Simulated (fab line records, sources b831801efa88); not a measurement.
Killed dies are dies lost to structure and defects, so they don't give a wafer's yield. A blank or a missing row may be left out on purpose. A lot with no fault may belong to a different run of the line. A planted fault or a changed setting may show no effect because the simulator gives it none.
2 desks, one fault -- flow sky130 -- only its own numbers are on each desk; what lay behind them is given at the end

== FOR THE TOOL OWNER'S DESK: cmp-01 ==
The tool's own readings at SKY_VIA1_CMP_24 (polishes, stops on SiO2, t overpolish 15 s, target thk 0 nm): means of the sampled wafers that have a number, for each lot that ran on this tool. Marked OUT: a lot whose mean sits more than 4 standard deviations from the usual mean, which makes it out of limits; the brackets give that distance.
Columns: A = motorCurrentA at SKY_VIA1_CMP_24, usual 11.2 A; B = overpolishRunS at SKY_VIA1_CMP_24, usual 15.001 s; C = timeToEndpointS at SKY_VIA1_CMP_24, usual 66.6 s
lot,first seen here,A,B,C
L928,day 34 08:43,11.9,15.003,66.2
L930,day 35 06:12,11.3,14.992,64.8
L938,day 37 14:59,11.4,14.995,66.5
L940,day 38 06:19,11.1,15.001,68.4
L947,day 40 09:10,11.8,14.996,67.5
Result from this desk: across the 5 lots, nothing is out of limits.

== THE METROLOGY DESK ==
What the gauges read, lot by lot, whatever tool the lot ran on: means of the sampled wafers that have a number. Marked OUT: a lot whose mean sits more than 4 standard deviations from the usual mean, which makes it out of limits; the brackets give that distance.
Columns: A = PASSIVATION_CVD_00_THK at SKY_PASSIVATION_THK_MEAS_01, usual 89.5 nm
lot,first seen here,A
L927,day 43 13:46,88.7
L928,day 44 04:58,90.8
L929,day 44 17:07,88.9
L930,day 44 20:49,89.3
L938,day 46 19:28,88.8
L940,day 47 09:04,87.7
L942,day 48 00:04,88.9
L943,day 48 02:22,89.0
L947,day 48 23:58,89.1
L948,day 49 03:07,88.9
L949,day 49 06:20,89.0
L950,day 49 21:20,90.4
Result from this desk: across the 12 lots, nothing is out of limits.

== ALL TOGETHER ==
Nothing out of limits was seen by the tool owner's desk.
Metrology desk: nothing out of limits seen.

== WHAT THE SIMULATOR HAD INSERTED ==
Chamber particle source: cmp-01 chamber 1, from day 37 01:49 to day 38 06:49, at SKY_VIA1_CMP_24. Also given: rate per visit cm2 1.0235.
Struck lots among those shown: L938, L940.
